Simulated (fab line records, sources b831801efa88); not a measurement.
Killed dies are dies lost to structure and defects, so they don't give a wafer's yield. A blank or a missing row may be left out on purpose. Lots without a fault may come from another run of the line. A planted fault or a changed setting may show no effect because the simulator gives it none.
A struck lot beside a sound one | flow gf180mcu | 30 steps out of a route of 602
Sound: wafers L399.1, L399.4, L399.5. Struck: wafers L417.1, L417.3, L417.6. The cause comes at the end.
At each step with rows: each side's tool, then ch and its chambers, then its first start. Under that, the readings that differ: sound wafers | struck wafers | difference of the means | sigmas: that difference in standard deviations of wafers without a fault.
alike: readings whose means differ by less than 2 such deviations, and words and numbers that are the same on both sides. not compared: withheld readings, readings that some wafer has no value for, bounds like >300 that may hide the same value, and numbers for which the record gives no deviation and whose values overlap.
The two part at a step that has a row with sigmas, a row that says differs or no value, or rows on one side only. Numbers that don't overlap but have no deviation are shown without sigmas and don't part them. A reading that every wafer of one side lacks parts them only if that side has two wafers or more.

GF_HV_LDD_STRIP_10: strips in O2/N2.
  sound on plasma_asher-03 ch 0,1, day 11 04:10; struck on plasma_asher-03 ch 0,1, day 16 22:12
  alike: chamber_pressure_mTorr, drypump_motor_current_A, heater_power_w, oes_product_au, strip_time_to_endpoint_s
  not compared: rf_hours_counter_h
GF_HV_LDD_TW_MEAS_11:
  sound on film_metro-03, day 11 04:16; struck on film_metro-04, day 16 22:18
  reading   | sound          | struck         | difference | sigmas
  HV_LDD_TW | 2369 2368 2365 | 2417 2423 2418 | +52        | +3
then, 7 steps without rows for these wafers: GF_HV_LDD_DEHYDRATE_12 (time 60 s); GF_HV_LDD_HMDS_13 (prime time 60 s); GF_HV_LDD_COAT_14 (resist thk 1000 nm); GF_HV_LDD_SOFTBAKE_15 (time 60 s); GF_HV_LDD_EXPOSE_16 (exposes mask Pplus LV AREA, target cd 400 nm); GF_HV_LDD_PEB_17; GF_HV_LDD_DEVELOP_18 (develop time 60 s).
GF_HV_LDD_CD_MEAS_19: target cd 400 nm.
  sound on cd_sem-01, day 11 23:19; struck on cd_sem-02, day 17 21:14
  alike: cd_nm
GF_HV_LDD_OVL_MEAS_20:
  sound on overlay-02, day 11 23:26; struck on overlay-01, day 17 21:21
  alike: HV_LDD_01_OVL
then, 1 step without rows for these wafers: GF_HV_LDD_IMPLANT_21.
GF_HV_LDD_STRIP_22: strips in O2/N2.
  sound on plasma_asher-04 ch 0,1, day 11 23:38; struck on plasma_asher-04 ch 0,1, day 17 21:32
  no value came back on the struck wafers for any of 5 readings (chamber_pressure_mTorr (mTorr), drypump_motor_current_A (A) and others); on the sound wafers chamber_pressure_mTorr (mTorr) reads 1500.7 1501.0 1500.7
  reading                                     | sound | struck           | difference | sigmas
  model.NOVOLAK_of_HV_LDD_COAT_14.thk_nm (nm) | 0 0 0 | 999.9 999.6 1001 | +1000.2    |
  not compared: rf_hours_counter_h
GF_HV_LDD_TW_MEAS_23:
  sound on film_metro-01, day 11 23:44; struck on film_metro-04, day 17 21:38
  alike: HV_LDD_2_TW
then, 7 steps without rows for these wafers: GF_HV_LDD_DEHYDRATE_24 (time 60 s); GF_HV_LDD_HMDS_25 (prime time 60 s); GF_HV_LDD_COAT_26 (resist thk 1000 nm); GF_HV_LDD_SOFTBAKE_27 (time 60 s); GF_HV_LDD_EXPOSE_28 (exposes mask Nplus HV AREA, target cd 400 nm); GF_HV_LDD_PEB_29; GF_HV_LDD_DEVELOP_30 (develop time 60 s).
GF_HV_LDD_CD_MEAS_31: target cd 400 nm.
  sound on cd_sem-02, day 12 18:18; struck on cd_sem-02, day 18 20:46
  alike: cd_nm
GF_HV_LDD_OVL_MEAS_32:
  sound on overlay-01, day 12 18:25; struck on overlay-02, day 18 20:53
  alike: HV_LDD_02_OVL
then, 4 steps without rows for these wafers: GF_HV_LDD_IMPLANT_33; GF_HV_LDD_IMPLANT_34; GF_HV_LDD_IMPLANT_35; GF_HV_LDD_IMPLANT_36.
GF_HV_LDD_STRIP_37: strips in O2/N2.
  sound on plasma_asher-04 ch 0,1, day 12 19:04; struck on plasma_asher-04 ch 1, day 18 21:32
  reading                      | sound                | struck               | difference | sigmas
  strip_time_to_endpoint_s (s) | 12.672 12.637 12.649 | 27.594 27.605 27.632 | +14.958    | +99 or more
  alike: chamber_pressure_mTorr, drypump_motor_current_A, heater_power_w, oes_product_au
  not compared: rf_hours_counter_h
GF_HV_LDD_TW_MEAS_38:
  sound on film_metro-04, day 12 19:10; struck on film_metro-04, day 18 21:52
  reading     | sound          | struck   | difference | sigmas
  HV_LDD_3_TW | 1445 1442 1449 | 30 30 30 | -1415      | -99 or more
  not compared: hold
then, 1 step without rows for these wafers: GF_PASSIVATION_PROBE_99.

WHERE THEY PART
First at GF_HV_LDD_TW_MEAS_11; last, within this record, at GF_HV_LDD_TW_MEAS_38.

WHY: what the simulator had put in
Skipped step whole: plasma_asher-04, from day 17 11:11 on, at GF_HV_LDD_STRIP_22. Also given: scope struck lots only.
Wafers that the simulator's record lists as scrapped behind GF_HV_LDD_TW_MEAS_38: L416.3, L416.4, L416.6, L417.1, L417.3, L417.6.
